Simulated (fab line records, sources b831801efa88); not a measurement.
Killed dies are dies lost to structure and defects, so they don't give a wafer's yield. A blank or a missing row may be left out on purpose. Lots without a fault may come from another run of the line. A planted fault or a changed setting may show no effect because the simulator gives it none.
One fault seen from 2 desks | flow gf180mcu | each desk has only its own numbers; what lay behind them comes last

THE METROLOGY DESK
What the gauges read, lot by lot, whatever tool the lot ran on: means of the sampled wafers that have a number. A lot is out of limits, marked OUT, if its mean lies more than 4 standard deviations from the usual mean; the brackets give that distance.
Columns: A = cd_nm at GF_M5_CD_MEAS_07, usual 280.1 nm
lot  | first seen here | A
L436 | day 26 11:48    | 281.2
L440 | day 27 11:02    | 279.7
L441 | day 27 18:23    | 280.0
L443 | day 28 16:20    | 281.2
L444 | day 29 00:31    | 280.7
L446 | day 29 11:40    | 280.0
L447 | day 29 17:28    | 280.3
L451 | day 30 22:20    | 279.3
L455 | day 31 20:35    | 271.6 (-8.7) OUT
L457 | day 32 06:55    | 279.6
L458 | day 32 15:40    | 279.5
L459 | day 32 17:30    | 280.6
This desk's finding: out of limits on L455; first on L455, day 31 20:35 (cd_nm at GF_M5_CD_MEAS_07). In limits: L436, L440, L441, L443, L444, L446, L447, L451, L457, L458, L459.

THE TOOL OWNER'S DESK: krf_scanner-01
The tool's own readings at GF_M5_EXPOSE_04 (exposes mask Metal5, target cd 280 nm): means of the sampled wafers that have a number, for each lot that ran on this tool. A lot is out of limits, marked OUT, if its mean lies more than 4 standard deviations from the usual mean; the brackets give that distance.
Columns: A = exposure_dose_mJ_cm2 at GF_M5_EXPOSE_04, usual 28.005
lot  | first seen here | A
L436 | day 26 01:25    | 28.000
L440 | day 27 01:27    | 28.032
L441 | day 27 09:06    | 28.012
L443 | day 28 07:22    | 27.977
L446 | day 29 02:23    | 27.982
L451 | day 30 13:46    | 28.053
L455 | day 31 12:11    | 27.748 (-8.9) OUT
This desk's finding: out of limits on L455; first on L455, day 31 12:11 (exposure_dose_mJ_cm2 at GF_M5_EXPOSE_04). In limits: L436, L440, L441, L443, L446, L451.

PUT TOGETHER
The tool owner's desk could have raised an alarm at day 31 12:11, on L455.
The metrology desk could have raised an alarm at day 31 20:35, on L455.
Of the lots named, all ran GF_M5_EXPOSE_04 on krf_scanner-01.

WHAT THE SIMULATOR HAD PUT IN
Process parameter drift: krf_scanner-01, from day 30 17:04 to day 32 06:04, at GF_M5_EXPOSE_04. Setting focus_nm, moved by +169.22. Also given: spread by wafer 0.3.
Lots struck among those shown: L455.
Hours from the fault's start to each desk's first reading out of limits: the tool owner's desk, 19; the metrology desk, 28.
